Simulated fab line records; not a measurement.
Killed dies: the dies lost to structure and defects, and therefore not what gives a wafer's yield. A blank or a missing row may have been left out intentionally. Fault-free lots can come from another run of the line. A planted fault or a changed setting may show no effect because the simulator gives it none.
Matching of chambers ; flow gf180mcu ; GF_V1_CMP_26 on cmp-01 has 4 sister chambers
The step polishes, stops on SiO2, t overpolish 15.68 s, target thk 0 nm. 16 wafers are shown with their chamber, then 8 later ones without.

WAFERS PAIRED WITH THEIR CHAMBERS
wafer;chamber;motor_current_A (A);head_pressure_psi (psi);overpolish_run_s (s)
L527.1;0;12.1;3.510;15.669
L527.2;3;11.3;3.503;15.689
L527.3;1;10.6;3.498;15.668
L532.2;2;10.7;3.499;15.664
L532.5;1;10.9;3.493;15.679
L532.6;2;10.6;3.501;15.691
L534.1;1;11.3;3.500;15.671
L534.4;3;11.0;3.508;15.684
L534.5;3;11.2;3.511;15.675
L535.2;3;11.3;3.506;15.673
L535.4;2;10.0;3.509;15.667
L535.6;1;11.2;3.503;15.695
L540.2;2;9.9;3.512;15.697
L540.3;0;13.0;3.509;15.670
L540.4;3;11.1;3.503;15.671
L545.1;2;10.0;3.494;15.676

SIGNATURES (averages over the wafers above)
reading;chamber 0;chamber 1;chamber 2;chamber 3;scatter within a chamber
motor_current_A;12.550;11.000;10.240;11.180;0.335
head_pressure_psi;3.50950;3.49850;3.50300;3.50620;0.00515
overpolish_run_s;15.66950;15.67825;15.67900;15.67840;0.0113
Rule: distance of a wafer from a chamber = root of the sum over the readings of ((wafer's reading minus chamber's mean) / reading's scatter) squared. If the next closest chamber is less than 2 further off than the closest, the wafer can't be placed; otherwise it belongs to the closest. The scatter: the root of (the sum of the squares of (reading less its chamber's mean) over the shown wafers, divided by (wafers less chambers)).

WAFERS WHOSE CHAMBER IS MISSING
wafer;motor_current_A (A);head_pressure_psi (psi);overpolish_run_s (s)
L545.3;11.5;3.488;15.699
L545.4;12.9;3.490;15.662
L546.1;10.5;3.501;15.661
L546.3;11.2;3.505;15.678
L546.6;10.5;3.500;15.670
L547.1;10.4;3.515;15.675
L547.2;10.9;3.498;15.695
L547.6;10.9;3.499;15.673

EACH ONE'S CHAMBER
wafer;from the rows above;in truth
L545.3;can't be placed: 1 or 3 or 2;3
L545.4;0;0
L546.1;can't be placed: 2 or 1 or 3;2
L546.3;can't be placed: 3 or 1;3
L546.6;can't be placed: 2 or 1 or 3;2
L547.1;can't be placed: 2 or 3 or 1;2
L547.2;can't be placed: 1 or 3 or 2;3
L547.6;can't be placed: 1 or 3 or 2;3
Placed correctly: 1 of 8. Unplaceable from these rows: 7, with the true chamber sitting among the candidates in 7. 0 placed wrongly.
